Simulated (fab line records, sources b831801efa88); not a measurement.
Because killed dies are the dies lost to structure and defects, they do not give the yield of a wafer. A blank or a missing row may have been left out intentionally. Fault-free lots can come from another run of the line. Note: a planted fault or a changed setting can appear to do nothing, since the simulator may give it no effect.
8D (eight disciplines) problem report, filled in by code ; flow gf180mcu ; the parts of the form that need people (team, actions taken, sign-off) are left out

== 1. THE ISSUE ==
Mean of beam energy keV at GF_NSD_IMPLANT_10: 43.090 across 6 wafers in 2 lots; on wafers with no fault it is 40.003 (standard deviation 0.014). So: +99 or more standard deviations from the usual mean.
First seen on wafer L225.1, day 16 15:22, on implanter-02. At this step, 36 wafers from 12 lots have a number in the record. Rule for "out", or "out of limits": more than 4 standard deviations from the usual mean. Any other wafer with a number is counted as sound.

== 2. WHAT IT IS; WHAT IT IS NOT ==
question;is;is not
which readings at this step;beam energy keV;beam on s, tilt deg
which lots;L225, L227;L217, L220, L222, L224, L232, L233, L235, L237, L238, L239
which wafers of those lots;all that have a number;-
read on which tools;implanter-02;implanter-03
when;from day 16 15:22;"up to then (12 sound wafers); but 18 sound wafers of L232, L233, L235, L237, L238, L239 came after"

== 3. SUSPECTS, AND WHAT RULES EACH OUT ==
Counting: any tool at a process step up to the reading is kept as a suspect provided that every lot that is out went through it and no sound lot did after the first of them.
- implanter-02 at GF_NSD_IMPLANT_10: ruled out as a lasting fault. After its first lot that is out, L225 (day 16 15:22), sound lots L237, L239 ran on it.
Left after counting: nothing in the record.

== 4. THE CAUSE (what the simulator had put in) ==
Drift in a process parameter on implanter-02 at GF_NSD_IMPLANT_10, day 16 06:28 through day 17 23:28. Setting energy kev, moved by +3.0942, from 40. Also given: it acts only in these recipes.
Counting ruled it out, wrongly.

== 5. THE EFFECT CHAIN, in route order ==
Each row: a reading where the mean over the struck wafers with a number is more than 3 standard deviations away from the usual. Readings are gone through only where the record gives a usual standard deviation; hours: the median, over the lots, of the time from a lot's start at the first step in this table giving one to that lot's start at this step; sigmas: the change measured in usual standard deviations.
hours;step;reading;usual;on struck wafers;change;sigmas
0;GF_NSD_IMPLANT_10;beam energy keV;40.003;43.090;+3.087;+99 or more
0;GF_NSD_STRIP_11;strip time to endpoint s;22.87 s;23.01;+0.14;+4.0
Here are the process steps it includes:
- GF_NSD_IMPLANT_10
- GF_NSD_STRIP_11: strips in O2/N2.
Later steps that measure or inspect, where all struck wafers having a row at the step show a number for every such reading and not one has moved that far: GF_M3_CD_MEAS_14.

== 6. WHAT WOULD HAVE CAUGHT IT SOONER ==
In this record no reading fell out of limits until day 16 15:22, 9 hours after the fault had begun at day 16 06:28.
